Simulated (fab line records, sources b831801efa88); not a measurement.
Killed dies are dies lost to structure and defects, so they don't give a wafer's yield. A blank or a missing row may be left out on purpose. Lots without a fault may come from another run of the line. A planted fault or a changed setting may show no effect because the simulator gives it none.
A struck lot beside a sound one | flow sky130 | 34 steps out of a route of 708
Sound: wafers L414.2, L414.3, L414.6. Struck: wafers L404.3, L404.4, L404.5. The cause comes at the end.
At each step with rows: each side's tool, then ch and its chambers, then its first start. Under that, the readings that differ: sound wafers | struck wafers | difference of the means | sigmas: that difference in standard deviations of wafers without a fault.
alike: readings whose means differ by less than 2 such deviations, and words and numbers that are the same on both sides. not compared: withheld readings, readings that some wafer has no value for, bounds like >300 that may hide the same value, and numbers for which the record gives no deviation and whose values overlap.
The two part at a step that has a row with sigmas, a row that says differs or no value, or rows on one side only. Numbers that don't overlap but have no deviation are shown without sigmas and don't part them. A reading that every wafer of one side lacks parts them only if that side has two wafers or more.

first, 7 steps without rows for these wafers: SKY_SONOS_TUNNEL_DEVELOP_06 (develop time 60 s); SKY_SONOS_TUNNEL_IMPLANT_09; SKY_SONOS_TUNNEL_WET_ETCH_10 (etches SiO2 in dHF, target depth 14 nm, time 280 s); SKY_SONOS_TUNNEL_STRIP_11 (strips in SPM, time 600 s); SKY_SONOS_TUNNEL_CLEAN_13 (cleans in dHF, time 20 s); SKY_SONOS_ONO_OXIDATION_00 (stabilise 600 s, purge 300 s, target thk 2.6 nm); SKY_SONOS_ONO_CVD_02 (deposits Si3N4 from DCS/NH3, target thk 10.5 nm, time 180 s).
SKY_SONOS_ONO_CVD_04: deposits SiO2 from SiH4/N2O, target thk 5.7199 nm.
  sound on lpcvd-03 ch 0, day 19 04:59; struck on lpcvd-03 ch 1, day 14 23:35
  reading                                    | sound             | struck            | difference | sigmas
  spike_tc_bottom_C (C)                      | 917.1 916.7 915.1 | 906.9 906.8 907.0 | -9.4       | -9
  spike_tc_centre_C (C)                      | 900.1 901.7 901.6 | 892.3 892.7 891.2 | -9.1       | -8
  spike_tc_lower_C (C)                       | 899.7 899.9 898.8 | 959.3 958.3 957.0 | +58.7      | +49
  zone_power_centre_pct (%)                  | 18.0 18.0 18.2    | 8.6 8.7 8.5       | -9.5       | -11
  zone_power_lower_pct (%)                   | 18.0 18.1 18.3    | 43.0 43.3 42.5    | +24.8      | +80
  model.SiO2_of_SONOS_ONO_CVD_04.thk_nm (nm) | 5.712 5.763 5.691 | 6.895 6.609 6.318 | +0.885     |
  alike: zone_power_bottom_pct
SKY_SONOS_ONO_THK_MEAS_05:
  sound on film_metro-02, day 19 06:14; struck on film_metro-02, day 15 00:52
  reading                   | sound          | struck         | difference | sigmas
  SONOS_ONO_CVD_04_THK (nm) | 5.71 5.77 5.71 | 6.96 6.60 6.34 | +0.90      | +7
then, 23 steps without rows for these wafers: SKY_SONOS_ONO_DEHYDRATE_06 (time 60 s); SKY_SONOS_ONO_HMDS_07 (prime time 60 s); SKY_SONOS_ONO_COAT_08 (resist thk 1140 nm); SKY_SONOS_ONO_SOFTBAKE_09 (time 60 s); SKY_SONOS_ONO_EXPOSE_10 (exposes mask ONOM, target cd 410 nm); SKY_SONOS_ONO_PEB_11; SKY_SONOS_ONO_DEVELOP_12 (develop time 60 s); SKY_SONOS_ONO_ETCH_15 (etches the open film in CHF3/O2, target depth 19.52 nm, time 7.8 s); SKY_SONOS_ONO_WET_ETCH_16 (etches SiO2 in dHF, target depth 14 nm, time 280 s); SKY_SONOS_ONO_STRIP_17 (strips in O2/N2); SKY_SONOS_ONO_WET_ETCH_18 (etches Si3N4 in H3PO4, target depth 15 nm, time 172 s); SKY_GATE_OXIDE_CLEAN_00 (cleans in SC1/SC2, time 150 s); SKY_GATE_OXIDE_OXIDATION_01 (stabilise 600 s, purge 300 s, target thk 10.268 nm); SKY_GATE_OXIDE_DEHYDRATE_03 (time 60 s); SKY_GATE_OXIDE_HMDS_04 (prime time 60 s); SKY_GATE_OXIDE_COAT_05 (resist thk 1140 nm); SKY_GATE_OXIDE_SOFTBAKE_06 (time 58.04 s); SKY_GATE_OXIDE_EXPOSE_07 (exposes mask LVOM, target cd 600 nm); SKY_GATE_OXIDE_PEB_08; SKY_GATE_OXIDE_DEVELOP_09 (develop time 60 s); SKY_GATE_OXIDE_IMPLANT_11; SKY_GATE_OXIDE_WET_ETCH_12 (etches SiO2 in dHF, target depth 16.8 nm, time 336 s); SKY_GATE_OXIDE_STRIP_13 (strips in O2/N2).
-- the record jumps here: 2 days lie between the struck wafers' starts before and after --
SKY_GATE_OXIDE_CLEAN_15: cleans in SC1/SC2, time 150 s.
  sound on wet_bench-01 ch 1, day 21 23:11; struck on wet_bench-02 ch 1, day 17 10:13
  reading                                    | sound            | struck            | difference | sigmas
  model.SiO2_of_SONOS_ONO_CVD_04.thk_nm (nm) | 4.18 4.234 4.155 | 5.362 5.076 4.778 | +0.882     |
-- the record jumps here: 31 days lie between the struck wafers' starts before and after (it left off in module GATE_OXIDE and takes up again in module PAD_OPEN, whose first step shown is number 708 of the route) --
SKY_PAD_OPEN_PROBE_99:
  sound on prober-02, day 50 23:16; struck on prober-01, day 48 04:15
  reading                                     | sound               | struck               | difference | sigmas
  model.etest.sonos_uncharged.r_on_ohm_um     | 800.8 806.6 823.8   | 854.9 853 827.2      | +34.6      |
  model.etest.sonos_programmed.off_log10_a_um | -14.08 -13.99 -14   | -12.45 -13.61 -13.9  | +0.70      |
  model.etest.cap_ono.gate_log10_a_cm2        | -7.913 -7.96 -7.828 | -9.392 -9.01 -8.501  | -1.067     |
  model.etest.cap_ono.gate_bv_v (V)           | 16.39 16.41 16.09   | 17.62 17.63 16.42    | +0.93      |
  model.etest.cap_ono.tox_acc_nm (nm)         | 12.86 12.91 12.82   | 14.06 13.74 13.37    | +0.86      |
  model.etest.sonos_programmed.vt_v (V)       | 1.513 1.458 1.548   | 0.8394 0.9907 1.157  | -0.5106    |
  model.etest.sonos_erased.vt_v (V)           | -2.28 -2.246 -2.27  | -1.659 -1.865 -2.088 | +0.395     |
  alike: killed_at_M0_to_M3, killed_at_M4_up, killed_at_contacts, killed_at_front_end, killed_at_other, killed_dies, killed_open, killed_short
  not compared: model.etest.sonos_erased.drive_ua_um

WHERE THEY PART
First at SKY_SONOS_ONO_CVD_04; last, within this record, at SKY_SONOS_ONO_THK_MEAS_05. Later steps at which nothing parts them and some readings are alike: SKY_PAD_OPEN_PROBE_99.

WHY: what the simulator had put in
Process parameter drift: lpcvd-03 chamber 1, from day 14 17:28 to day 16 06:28, at SKY_SONOS_ONO_CVD_04. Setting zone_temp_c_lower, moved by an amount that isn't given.
